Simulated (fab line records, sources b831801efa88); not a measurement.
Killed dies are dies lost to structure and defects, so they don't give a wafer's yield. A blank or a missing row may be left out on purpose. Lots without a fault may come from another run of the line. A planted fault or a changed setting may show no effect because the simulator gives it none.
A struck lot beside a sound one | flow sky130 | 17 steps out of a route of 708
Sound: wafers L813.1, L813.3, L813.5. Struck: wafers L826.2, L826.3, L826.6. The cause comes at the end.
At each step with rows: each side's tool, then ch and its chambers, then its first start. Under that, the readings that differ: sound wafers | struck wafers | difference of the means | sigmas: that difference in standard deviations of wafers without a fault.
alike: readings whose means differ by less than 2 such deviations, and words and numbers that are the same on both sides. not compared: withheld readings, readings that some wafer has no value for, bounds like >300 that may hide the same value, and numbers for which the record gives no deviation and whose values overlap.
The two part at a step that has a row with sigmas, a row that says differs or no value, or rows on one side only. Numbers that don't overlap but have no deviation are shown without sigmas and don't part them. A reading that every wafer of one side lacks parts them only if that side has two wafers or more.

first, 5 steps without rows for these wafers: SKY_SD_N_COAT_02 (resist thk 1140 nm); SKY_SD_N_SOFTBAKE_03 (time 60 s); SKY_SD_N_EXPOSE_04 (exposes mask NSDM, target cd 380 nm); SKY_SD_N_PEB_05; SKY_SD_N_DEVELOP_06 (develop time 60 s).
SKY_SD_N_CD_MEAS_07: target cd 380 nm.
  sound on cd_sem-02, day 28 00:24; struck on cd_sem-02, day 32 19:07
  alike: cd_nm
SKY_SD_N_OVL_MEAS_08:
  sound on overlay-01, day 28 00:31; struck on overlay-02, day 32 19:14
  alike: SD_N_OVL
then, 2 steps without rows for these wafers: SKY_SD_N_IMPLANT_09; SKY_SD_N_IMPLANT_10.
SKY_SD_N_STRIP_11: strips in O2/N2.
  sound on plasma_asher-01 ch 0,1, day 28 00:52; struck on plasma_asher-01 ch 0,1, day 32 19:34
  alike: drypump_motor_current_A, oes_product_au, strip_time_to_endpoint_s
  not compared: rf_hours_counter_h
SKY_SD_N_TW_MEAS_12:
  sound on film_metro-04, day 28 00:58; struck on film_metro-04, day 32 19:40
  alike: SD_N_TW
then, 1 step without rows for these wafers: SKY_SD_N_CLEAN_13 (cleans in SC1/SC2, time 150 s).
SKY_SD_N_RTA_14: time 2 s.
  sound on rtp_anneal-02 ch 0, day 28 01:04; struck on rtp_anneal-01 ch 0, day 32 19:47
  reading            | sound             | struck            | difference | sigmas
  lamp_power_pct (%) | 15.72 15.73 15.85 | 15.14 15.33 15.23 | -0.53      | -10
  alike: wafer_temp_C_max
SKY_SD_N_RS_MEAS_16: measures by four-point-probe.
  sound on film_metro-03, day 28 01:15; struck on film_metro-02, day 32 19:58
  reading          | sound             | struck            | difference | sigmas
  SD_N_RS (ohm/sq) | 68.53 68.52 68.70 | 70.78 70.88 70.66 | +2.19      | +20
SKY_SD_N_RS_MEAS_17: measures by four-point-probe.
  sound on film_metro-03, day 28 01:22; struck on film_metro-02, day 32 20:05
  reading          | sound             | struck            | difference | sigmas
  SD_P_RS (ohm/sq) | 148.7 148.2 149.0 | 161.2 160.8 160.5 | +12.2      | +34
SKY_SD_N_RS_MEAS_18: measures by four-point-probe.
  sound on film_metro-03, day 28 01:29; struck on film_metro-02, day 32 20:12
  alike: RES_XHIGH_RS
-- the record jumps here: 16 days lie between the struck wafers' starts before and after (it left off in module SD_N and takes up again in module PAD_OPEN, whose first step shown is number 708 of the route) --
SKY_PAD_OPEN_PROBE_99:
  sound on prober-02, day 45 21:42; struck on prober-01, day 49 05:58
  reading                              | sound             | struck            | difference | sigmas
  model.etest.res_xhigh_po.line_ohm_um | 5716 5818 6143    | 6716 6509 6568    | +705       |
  model.etest.res_xhigh_po.rs_ohm_sq   | 1985 2005 2148    | 2308 2268 2305    | +248       |
  model.etest.pfet_01v8.r_on_ohm_um    | 2828 2820 2818    | 3026 3087 3099    | +249       |
  model.etest.res_pdiff.line_ohm_um    | 1341 1317 1345    | 1524 1468 1536    | +175       |
  model.etest.tip_p.rs_ohm_sq          | 6888 6854 6896    | 6983 6930 7031    | +102       |
  model.etest.res_high_po.line_ohm_um  | 744.3 742.3 765   | 831.9 825.9 838.2 | +81.5      |
  model.etest.licon_high_po.rc_ohm     | 342.8 352.3 359.5 | 411.2 414.1 408.2 | +59.6      |
  model.etest.res_ndiff.line_ohm_um    | 726 712.2 730.6   | 805.6 776.1 810.1 | +74.3      |
  alike: killed_at_M0_to_M3, killed_at_M4_up, killed_at_contacts, killed_at_front_end, killed_at_other, killed_dies, killed_open, killed_short

WHERE THEY PART
First at SKY_SD_N_RTA_14; last, within this record, at SKY_SD_N_RS_MEAS_17. Later steps at which nothing parts them and some readings are alike: SKY_SD_N_RS_MEAS_18, SKY_PAD_OPEN_PROBE_99.

WHY: what the simulator had put in
Process parameter drift: rtp_anneal-01, from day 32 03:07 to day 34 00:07, at SKY_SD_N_RTA_14. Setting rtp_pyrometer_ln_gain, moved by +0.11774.
